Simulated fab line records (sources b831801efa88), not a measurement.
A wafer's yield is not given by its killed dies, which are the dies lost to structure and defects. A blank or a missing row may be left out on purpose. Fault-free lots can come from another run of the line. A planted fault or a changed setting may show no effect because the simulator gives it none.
Matching of chambers / flow sky130 / cmp-01 running SKY_FIELD_ISO_CMP_27: 4 sister chambers
The step polishes, stops on Si3N4, t overpolish 16 s, target thk 457.8 nm. 8 wafers are shown with their chamber, then 7 later ones without.

== WAFERS, EACH WITH ITS CHAMBER ==
wafer=L713.1; chamber=2; motor_current_A (A)=11.2; head_pressure_psi (psi)=3.983
wafer=L715.2; chamber=0; motor_current_A (A)=10.2; head_pressure_psi (psi)=4.005
wafer=L715.5; chamber=2; motor_current_A (A)=10.7; head_pressure_psi (psi)=3.976
wafer=L716.1; chamber=1; motor_current_A (A)=12.4; head_pressure_psi (psi)=3.992
wafer=L716.5; chamber=0; motor_current_A (A)=10.1; head_pressure_psi (psi)=4.011
wafer=L716.6; chamber=3; motor_current_A (A)=12.6; head_pressure_psi (psi)=4.006
wafer=L719.2; chamber=3; motor_current_A (A)=12.8; head_pressure_psi (psi)=3.981
wafer=L719.4; chamber=1; motor_current_A (A)=12.0; head_pressure_psi (psi)=3.999

== WAFERS WHOSE CHAMBER IS MISSING ==
wafer=L719.6; motor_current_A (A)=9.5; head_pressure_psi (psi)=3.993
wafer=L723.2; motor_current_A (A)=10.5; head_pressure_psi (psi)=4.004
wafer=L723.3; motor_current_A (A)=12.5; head_pressure_psi (psi)=3.994
wafer=L723.5; motor_current_A (A)=10.8; head_pressure_psi (psi)=3.993
wafer=L721.2; motor_current_A (A)=12.0; head_pressure_psi (psi)=4.005
wafer=L721.3; motor_current_A (A)=12.5; head_pressure_psi (psi)=4.013
wafer=L721.4; motor_current_A (A)=10.3; head_pressure_psi (psi)=3.990

== THE CHAMBER EACH PASSED THROUGH ==
wafer=L719.6; from the rows above=0; in truth=0
wafer=L723.2; from the rows above=can't be placed: 0 or 2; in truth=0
wafer=L723.3; from the rows above=can't be placed: 3 or 1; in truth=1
wafer=L723.5; from the rows above=can't be placed: 2 or 0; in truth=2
wafer=L721.2; from the rows above=can't be placed: 1 or 3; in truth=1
wafer=L721.3; from the rows above=can't be placed: 3 or 1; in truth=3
wafer=L721.4; from the rows above=can't be placed: 0 or 2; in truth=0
Placed correctly: 1 of 7. From these rows, 6 cannot be placed; in 6 the true chamber is one of the candidates. 0 placed wrongly.
How it was worked out, from the rows above alone: a wafer's distance from a chamber is the root of the sum, over the readings, of the square of ((its reading less the chamber's mean) divided by the reading's scatter). The wafer belongs to the nearest chamber; if the next one is less than 2 further off, it can't be placed. Each chamber's mean is taken over the wafers shown for it. The scatter: the root of (the sum of the squares of (reading less its chamber's mean) over the shown wafers, divided by (wafers less chambers)).
